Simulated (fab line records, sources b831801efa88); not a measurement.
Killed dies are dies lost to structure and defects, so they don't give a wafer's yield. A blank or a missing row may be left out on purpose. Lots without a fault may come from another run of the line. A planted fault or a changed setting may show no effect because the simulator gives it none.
A struck lot beside a sound one | flow sky130 | 16 steps out of a route of 708
Sound: wafers L513.2, L513.3, L513.4. Struck: wafers L526.2, L526.4, L526.6. The cause comes at the end.
At each step with rows: each side's tool, then ch and its chambers, then its first start. Under that, the readings that differ: sound wafers | struck wafers | difference of the means | sigmas: that difference in standard deviations of wafers without a fault.
alike: readings whose means differ by less than 2 such deviations, and words and numbers that are the same on both sides. not compared: withheld readings, readings that some wafer has no value for, bounds like >300 that may hide the same value, and numbers for which the record gives no deviation and whose values overlap.
The two part at a step that has a row with sigmas, a row that says differs or no value, or rows on one side only. Numbers that don't overlap but have no deviation are shown without sigmas and don't part them. A reading that every wafer of one side lacks parts them only if that side has two wafers or more.

first, 3 steps without rows for these wafers: SKY_SONOS_TUNNEL_EXPOSE_04 (exposes mask TUNM, target cd 410 nm); SKY_SONOS_TUNNEL_PEB_05; SKY_SONOS_TUNNEL_DEVELOP_06 (develop time 60 s).
SKY_SONOS_TUNNEL_CD_MEAS_07: target cd 410 nm.
  sound on cd_sem-01, day 14 07:50; struck on cd_sem-01, day 18 22:15
  alike: cd_nm
SKY_SONOS_TUNNEL_OVL_MEAS_08:
  sound on overlay-02, day 14 07:56; struck on overlay-01, day 18 22:22
  alike: SONOS_TUNNEL_OVL
then, 3 steps without rows for these wafers: SKY_SONOS_TUNNEL_IMPLANT_09; SKY_SONOS_TUNNEL_WET_ETCH_10 (etches SiO2 in dHF, target depth 14 nm, time 280 s); SKY_SONOS_TUNNEL_STRIP_11 (strips in SPM, time 600 s).
SKY_SONOS_TUNNEL_TW_MEAS_12:
  sound on film_metro-01, day 14 08:23; struck on film_metro-01, day 18 22:49
  alike: SONOS_TUNNEL_TW
then, 2 steps without rows for these wafers: SKY_SONOS_TUNNEL_CLEAN_13 (cleans in dHF, time 20 s); SKY_SONOS_ONO_OXIDATION_00 (stabilise 600 s, purge 300 s, target thk 2.6 nm).
SKY_SONOS_ONO_THK_MEAS_01:
  sound on film_metro-04, day 14 10:52; struck on film_metro-03, day 19 01:17
  alike: SONOS_ONO_OXIDATION_THK
SKY_SONOS_ONO_CVD_02: deposits Si3N4 from DCS/NH3, target thk 10.5 nm, time 180 s.
  sound on lpcvd-02 ch 0, day 14 10:55; struck on lpcvd-02 ch 1, day 19 14:16
  reading                                     | sound             | struck            | difference | sigmas
  model.Si3N4_of_SONOS_ONO_CVD_02.thk_nm (nm) | 10.41 10.44 10.37 | 9.803 9.985 9.855 | -0.526     |
SKY_SONOS_ONO_THK_MEAS_03:
  sound on film_metro-03, day 14 11:58; struck on film_metro-04, day 19 15:20
  reading                   | sound             | struck         | difference | sigmas
  SONOS_ONO_CVD_02_THK (nm) | 10.44 10.45 10.38 | 9.81 9.95 9.84 | -0.56      | -5
then, 1 step without rows for these wafers: SKY_SONOS_ONO_CVD_04 (deposits SiO2 from SiH4/N2O, target thk 5.7199 nm).
-- the record jumps here: 31 days lie between the struck wafers' starts before and after (it left off in module SONOS_ONO and takes up again in module PAD_OPEN, whose first step shown is number 708 of the route) --
SKY_PAD_OPEN_PROBE_99:
  sound on prober-01, day 48 04:29; struck on prober-02, day 51 00:13
  reading                               | sound                  | struck                  | difference | sigmas
  model.etest.cap_ono.gate_log10_a_cm2  | -7.992 -8.063 -8.031   | -7.655 -7.8 -7.652      | +0.326     |
  model.etest.cap_ono.tox_acc_nm (nm)   | 12.94 12.97 12.98      | 12.66 12.82 12.71       | -0.23      |
  model.etest.sonos_programmed.vt_v (V) | 1.434 1.4 1.438        | 1.582 1.526 1.55        | +0.129     |
  model.etest.sonos_erased.vt_v (V)     | -2.317 -2.234 -2.258   | -2.407 -2.372 -2.364    | -0.111     |
  model.etest.sonos_baked.vt_less_v (V) | -0.5181 -0.421 -0.4747 | -0.5707 -0.5547 -0.5505 | -0.0874    |
  alike: killed_at_M0_to_M3, killed_at_M4_up, killed_at_contacts, killed_at_front_end, killed_at_other, killed_dies, killed_open, killed_short
  not compared: model.etest.sonos_baked.vt_v

WHERE THEY PART
Only at SKY_SONOS_ONO_THK_MEAS_03, within this record. Later steps at which nothing parts them and some readings are alike: SKY_PAD_OPEN_PROBE_99.

WHY: what the simulator had put in
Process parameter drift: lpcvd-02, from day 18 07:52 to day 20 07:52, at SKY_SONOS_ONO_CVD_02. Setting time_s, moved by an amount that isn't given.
